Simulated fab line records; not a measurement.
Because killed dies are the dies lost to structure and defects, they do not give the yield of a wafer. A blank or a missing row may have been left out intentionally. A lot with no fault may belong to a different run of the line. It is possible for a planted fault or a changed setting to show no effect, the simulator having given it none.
Which tool was responsible? :: flow gf180mcu :: 7 lots (21 wafers sampled), 1 step of a 602-step route

== WHAT EACH GAUGE READ, for each wafer ==
GF_CONTACT_THK_MEAS_03.
lot: L823
measured: day 15 22:15
on: film-metro-03
CONTACT_CVD_02_THK (nm): 858 867 864

lot: L826
measured: day 16 23:17
on: film-metro-01
CONTACT_CVD_02_THK (nm): 850 867 870

lot: L828
measured: day 17 14:43
on: film-metro-03
CONTACT_CVD_02_THK (nm): 854 856 857

lot: L834
measured: day 19 22:59
on: film-metro-03
CONTACT_CVD_02_THK (nm): 844 852 856

lot: L837
measured: day 21 00:16
on: film-metro-03
CONTACT_CVD_02_THK (nm): 844 832 857

lot: L839
measured: day 21 14:43
on: film-metro-02
CONTACT_CVD_02_THK (nm): 860 852 852

lot: L843
measured: day 22 22:07
on: film-metro-02
CONTACT_CVD_02_THK (nm): 865 835 853

== WHICH TOOL RAN EACH LOT (tool, then ch and the chambers of the sampled wafers, then the start) ==
Before these readings, the record contains no process step.

== THE ANSWER, worked out from the rows above alone ==
Rule: the usual values come from the lots themselves. The widest of any qualifying gaps counts: lots, ordered by their means at a reading, are off when they make up no more than a third of the lots, leave a main group of 4 or more, and stand apart from it by 3 or more times the standard deviation of that group's means. The tables above print the reading to a certain number of digits; a main group whose means all agree to those digits is not used. A lot without any number at a reading at which 4 lots or more have one is off too. Where the step has rows for the other lots, those lots are counted as sound.
None of the lots is off at any reading shown; this tells nothing.

== WHAT THE SIMULATOR HAD INSERTED ==
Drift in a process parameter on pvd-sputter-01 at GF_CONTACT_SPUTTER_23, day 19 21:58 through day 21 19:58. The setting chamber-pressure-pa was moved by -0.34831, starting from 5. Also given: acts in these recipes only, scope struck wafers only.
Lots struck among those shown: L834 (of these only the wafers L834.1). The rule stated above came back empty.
